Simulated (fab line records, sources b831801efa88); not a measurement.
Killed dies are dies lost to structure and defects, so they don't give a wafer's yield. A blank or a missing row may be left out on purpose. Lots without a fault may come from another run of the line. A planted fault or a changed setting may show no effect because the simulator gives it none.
Split-lot experiment | flow sfq_line | 5 lots, 27 wafers read, on a route of 325 steps

THE SPLIT
At SFQ_TRILAYER_M0_DEP_SPUTTER_019 (material Nb, target thk 200 nm, time 133.3 s), the setting time_s was moved away from the recipe's 133.3 s on 6 of the 27 wafers read, by -24.0% to -22.9%. The other wafers ran this setting at the recipe's value.

FROM THE SPLIT TO THE READING: what the file shows between them, 3 steps
- SFQ_M0_RS_MEAS_904: measures by four-point-probe
- SFQ_TRILAYER_M0_LITHO_COAT_026: resist thk 62 nm
- SFQ_TRILAYER_M0_BARC_OPEN_METAL_ETCH_031: etches BARC in O2, target depth 125 nm, time 41.7 s

THE READING
oes_product_au, in a.u., at SFQ_TRILAYER_M0_ETCH_METAL_ETCH_024 (etches Nb in Cl2/Ar, stops on SiO2, target depth 240 nm, time 120 s). Fault-free wafers of this fab line usually give 0.896 a.u., standard deviation 0.0082 a.u..

wafer  | tool, chamber at the split | time_s as run, s | against the recipe | oes_product_au, a.u. | against lot-mates on the recipe
L074.1 | pvd_sputter-05, -          | 133.3            | recipe             | 0.898                | -
L074.4 | pvd_sputter-05, -          | 133.3            | recipe             | 0.897                | -
L074.5 | pvd_sputter-05, -          | 133.3            | recipe             | 0.899                | -
L077.1 | pvd_sputter-03, -          | 102.8            | -22.9%             | 0.785                | -0.110
L077.2 | pvd_sputter-03, -          | 133.3            | recipe             | 0.898                | -
L077.3 | pvd_sputter-03, -          | 133.3            | recipe             | 0.886                | -
L077.4 | pvd_sputter-03, -          | 102.8            | -22.9%             | 0.773                | -0.122
L077.5 | pvd_sputter-03, -          | 102.8            | -22.9%             | 0.773                | -0.122
L077.6 | pvd_sputter-03, -          | 133.3            | recipe             | 0.902                | -
L078.1 | pvd_sputter-05, -          | 133.3            | recipe             | 0.895                | -
L078.2 | pvd_sputter-05, -          | 133.3            | recipe             | 0.902                | -
L078.3 | pvd_sputter-05, -          | 133.3            | recipe             | 0.884                | -
L078.4 | pvd_sputter-05, -          | 133.3            | recipe             | 0.897                | -
L078.5 | pvd_sputter-05, -          | 133.3            | recipe             | 0.888                | -
L078.6 | pvd_sputter-05, -          | 133.3            | recipe             | 0.898                | -
L081.1 | pvd_sputter-06, -          | 133.3            | recipe             | 0.898                | -
L081.2 | pvd_sputter-06, -          | 133.3            | recipe             | 0.906                | -
L081.3 | pvd_sputter-06, -          | 133.3            | recipe             | 0.899                | -
L081.4 | pvd_sputter-06, -          | 133.3            | recipe             | 0.891                | -
L081.5 | pvd_sputter-06, -          | 133.3            | recipe             | 0.898                | -
L081.6 | pvd_sputter-06, -          | 133.3            | recipe             | 0.909                | -
L082.1 | pvd_sputter-05, -          | 133.3            | recipe             | 0.900                | -
L082.2 | pvd_sputter-05, -          | 101.3            | -24.0%             | 0.756                | -0.141
L082.3 | pvd_sputter-05, -          | 133.3            | recipe             | 0.898                | -
L082.4 | pvd_sputter-05, -          | 133.3            | recipe             | 0.893                | -
L082.5 | pvd_sputter-05, -          | 101.3            | -24.0%             | 0.772                | -0.125
L082.6 | pvd_sputter-05, -          | 101.3            | -24.0%             | 0.768                | -0.129

THE FIT
A straight line over all 27 wafers: oes_product_au changes by +0.00537 a.u. for each +1% of time_s; r = +0.99; the points scatter about the line by 0.0063 a.u..
The same after taking each lot's own level away (the mean of its wafers on the recipe; 27 wafers): +0.00534 a.u. for each +1%; r = +0.99; scatter 0.006 a.u..
On that fit, the largest move of time_s shifts the reading by 0.13 a.u..
The lots' own levels span 0.8940 to 0.9002 a.u., that is 0.8 times the standard deviation above.
So the lot-to-lot level changes the slope little: the two slopes agree.
Check: with one of the wafers moved furthest among these (-24.0%) left out of the fit, the line predicts -0.125 a.u. for it against its lot-mates. It came out at -0.141 a.u. against them.

OTHER SPLITS ON THESE WAFERS
These wafers also went through other splits before the reading. Each is held against what the fit with the lots' levels taken away leaves over:
other split on the same wafers                  | wafers away from the commonest value | r with oes_product_au (lot level and that fit taken away)
SFQ_TRILAYER_L0_BARC_OPEN_METAL_ETCH_010 time_s | 9                                    | +0.05

THE WHOLE CHAIN: every reading that the file lists as answering this split, in the file's order
step                                | what it does                                                        | reading                                                                                   | change (the file's fit)                   | r (the file's)
SFQ_TRILAYER_M0_DEP_SPUTTER_019     | material Nb, target thk 200 nm, time 133.3 s                        | Nb_of_TRILAYER_M0_DEP_SPUTTER_019.thk_nm (the simulator's own value, which no gauge read) | +2.05 nm for each +1% of the setting      | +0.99
SFQ_M0_RS_MEAS_904                  | measures by four-point-probe                                        | M0_NB_RS                                                                                  | -0.0122 for each +1% of the setting       | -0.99
SFQ_TRILAYER_M0_ETCH_METAL_ETCH_024 | etches Nb in Cl2/Ar, stops on SiO2, target depth 240 nm, time 120 s | oes_product_au                                                                            | +0.00533 a.u. for each +1% of the setting | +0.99

THE FILE'S OWN FIT
oes_product_au changes by +0.00533 a.u. for each +1% of time_s, r = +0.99.
